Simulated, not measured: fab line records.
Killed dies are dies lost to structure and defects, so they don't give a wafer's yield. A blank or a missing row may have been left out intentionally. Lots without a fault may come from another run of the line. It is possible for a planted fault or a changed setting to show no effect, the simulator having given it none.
Which of the tools did it? + flow gf180mcu + 33 wafers from 11 lots sampled at 3 of the route's 602 steps

WHAT THE GAUGES SHOWED, per wafer
GF_MIM_THK_MEAS_06. Usual: MIM_CVD_05_THK 41.8 nm, standard deviation 0.49.
| lot  | measured     | on           | MIM_CVD_05_THK (nm) | flag |
|------|--------------|--------------|---------------------|------|
| L773 | day 24 10:43 | filmMetro-04 | 41.5 41.5 41.9      |      |
| L774 | day 24 17:16 | filmMetro-03 | 41.5 41.3 41.4      |      |
| L775 | day 25 05:51 | filmMetro-04 | 42.1 42.2 41.5      |      |
| L778 | day 26 08:00 | filmMetro-04 | 41.6 41.4 41.3      |      |
| L779 | day 26 16:07 | filmMetro-02 | 41.3 40.8 42.3      |      |
| L783 | day 27 20:05 | filmMetro-03 | 41.7 42.2 42.2      |      |
| L787 | day 28 23:01 | filmMetro-03 | 41.7 42.5 42.0      |      |
| L788 | day 29 13:04 | filmMetro-04 | 41.2 42.7 41.8      |      |
| L792 | day 30 15:53 | filmMetro-03 | 42.2 42.9 42.8      |      |
| L794 | day 31 08:02 | filmMetro-02 | 41.4 41.8 41.6      |      |
| L796 | day 31 08:28 | filmMetro-02 | 41.9 41.2 41.7      |      |

GF_MIM_THK_MEAS_11: measures by xrf. Usual: MIM_ALCU_THK 198.8 nm, standard deviation 2.1.
| lot  | measured     | on           | MIM_ALCU_THK (nm) | flag |
|------|--------------|--------------|-------------------|------|
| L773 | day 24 10:59 | filmMetro-02 | 197.8 197.2 197.7 |      |
| L774 | day 24 17:32 | filmMetro-04 | 200.3 198.9 198.4 |      |
| L775 | day 25 06:08 | filmMetro-03 | 194.6 199.1 201.2 |      |
| L778 | day 26 08:17 | filmMetro-04 | 197.3 200.0 200.9 |      |
| L779 | day 26 16:23 | filmMetro-04 | 198.3 196.1 196.6 |      |
| L783 | day 27 20:22 | filmMetro-04 | 197.3 201.0 198.6 |      |
| L787 | day 28 23:18 | filmMetro-04 | 198.7 197.7 197.5 |      |
| L788 | day 29 13:20 | filmMetro-02 | 197.7 196.7 198.1 |      |
| L792 | day 30 16:10 | filmMetro-03 | 203.5 199.7 198.3 |      |
| L794 | day 31 08:19 | filmMetro-02 | 197.1 197.6 194.8 |      |
| L796 | day 31 08:44 | filmMetro-02 | 198.7 198.4 197.6 |      |

EACH LOT AND THE TOOL THAT RAN IT (in order: tool; ch and the chambers of the sampled wafers; start)
| lot  | GF_V4_ETCH_16                     |
|------|-----------------------------------|
| L773 | rieDiel-03 ch 0,3, day 24 09:04   |
| L774 | rieDiel-02 ch 1,2,3, day 24 15:39 |
| L775 | rieDiel-02 ch 0,2,3, day 25 03:42 |
| L778 | rieDiel-02 ch 0,2, day 26 06:21   |
| L779 | rieDiel-01 ch 1,2,3, day 26 14:30 |
| L783 | rieDiel-02 ch 2,3, day 27 18:28   |
| L787 | rieDiel-02 ch 1,2, day 28 21:25   |
| L788 | rieDiel-01 ch 0,1,2, day 29 11:27 |
| L792 | rieDiel-03 ch 1,2,3, day 30 14:16 |
| L794 | rieDiel-01 ch 0,1, day 31 06:25   |
| L796 | rieDiel-03 ch 0,3, day 31 06:51   |
- GF_V4_ETCH_16: etches BARC in N2/H2.

AS READ BY THE TOOLS THEMSELVES (means over the sampled wafers that have a number; for cases with no such wafer, the mark the record gives instead)
GF_V4_ETCH_16. Usual: biasW 99.96 W, standard deviation 0.28; drypumpMotorCurrentA 5.8 A, standard deviation 0.42; oesProductAu 0.854 a.u., standard deviation 0.0049; rfFwdPowerW 496.4 W, standard deviation 1.9; throttleValvePct 13.225 %, standard deviation 0.0088.
| lot  | tool       | biasW (W) | drypumpMotorCurrentA (A) | oesProductAu (a.u.) | rfFwdPowerW (W) | throttleValvePct (%) | flag |
|------|------------|-----------|--------------------------|---------------------|-----------------|----------------------|------|
| L773 | rieDiel-03 | 100.19    | 5.6                      | 0.852               | 495.4           | 13.216               |      |
| L774 | rieDiel-02 | 99.94     | 6.2                      | 0.856               | 497.4           | 13.217               |      |
| L775 | rieDiel-02 | 99.69     | 6.1                      | 0.857               | 496.4           | 13.227               |      |
| L778 | rieDiel-02 | 100.11    | 6.0                      | 0.856               | 496.2           | 13.223               |      |
| L779 | rieDiel-01 | 100.03    | 5.6                      | 0.852               | 496.5           | 13.230               |      |
| L783 | rieDiel-02 | 99.93     | 6.1                      | 0.855               | 497.2           | 13.223               |      |
| L787 | rieDiel-02 | 100.21    | 6.1                      | 0.848               | 497.2           | 13.232               |      |
| L788 | rieDiel-01 | 99.98     | 5.3                      | 0.851               | 497.4           | 13.224               |      |
| L792 | rieDiel-03 | 100.11    | 6.0                      | 0.854               | 495.8           | 13.226               |      |
| L794 | rieDiel-01 | 99.75     | 5.1                      | 0.852               | 497.3           | 13.226               |      |
| L796 | rieDiel-03 | 99.74     | 5.6                      | 0.857               | 493.9           | 13.220               |      |

THE ANSWER, worked out from the rows above alone
Rule: a lot is off if the mean of its wafers that have a number lies more than 3 standard deviations from the usual mean. Also off: a lot with no number at a reading for which 4 or more lots have one. Any other lot the step has rows for is counted as sound. First the gauges in route order, then the tools' own readings, where a lot's mean is used as printed above. At the first step where some lot is off, the reading lying furthest off is the one used; lots without a number count as furthest.
Across all readings shown, no lot is off: no conclusion can be drawn from this.

WHAT THE SIMULATOR HAD PUT IN
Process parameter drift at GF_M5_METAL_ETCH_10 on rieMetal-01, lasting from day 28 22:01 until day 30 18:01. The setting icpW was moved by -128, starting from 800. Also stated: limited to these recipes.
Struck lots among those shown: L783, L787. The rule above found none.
